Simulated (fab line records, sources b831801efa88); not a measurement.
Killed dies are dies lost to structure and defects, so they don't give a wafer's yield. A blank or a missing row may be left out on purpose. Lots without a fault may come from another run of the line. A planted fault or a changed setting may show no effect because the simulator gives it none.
Chamber matching | flow sky130 | SKY_VIA2_ETCH_15 on rie_diel-04: 4 sister chambers
The step etches SiO2 in C4F8/O2/Ar, stops on TiN, target depth 546 nm, time 84 s. 4 wafers are shown with their chamber, then 7 later ones without.

WAFERS WITH THEIR CHAMBER
wafer  | chamber | rf_fwd_power_W (W)
L075.6 | 0       | 1490
L084.6 | 3       | 1491
L090.1 | 2       | 1486
L090.4 | 1       | 1485

WAFERS WITHOUT THEIR CHAMBER
wafer  | rf_fwd_power_W (W)
L090.6 | 1495
L091.4 | 1492
L091.5 | 1486
L091.6 | 1488
L092.4 | 1487
L092.5 | 1482
L092.6 | 1494

WHICH CHAMBER EACH WENT THROUGH
wafer  | from the rows above               | in truth
L090.6 | can't be placed: 3 or 0           | 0
L091.4 | can't be placed: 3 or 0           | 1
L091.5 | can't be placed: 2 or 1 or 0      | 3
L091.6 | can't be placed: 0 or 2 or 1 or 3 | 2
L092.4 | can't be placed: 2 or 1 or 0 or 3 | 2
L092.5 | can't be placed: 1 or 2           | 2
L092.6 | can't be placed: 3 or 0           | 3
Placed correctly: 0 of 7. Can't be placed from these rows: 7 (the true chamber is among the candidates in 5). Placed wrongly: 0.
How it was worked out, from the rows above alone: a wafer's distance from a chamber is the root of the sum, over the readings, of the square of ((its reading less the chamber's mean) divided by the reading's scatter). The wafer belongs to the nearest chamber; if the next one is less than 2 further off, it can't be placed. A chamber's mean is the mean of its shown wafers. The scatter: with one shown wafer a chamber, the root of the mean of the squares of how far each hidden wafer lies from its nearest shown one.
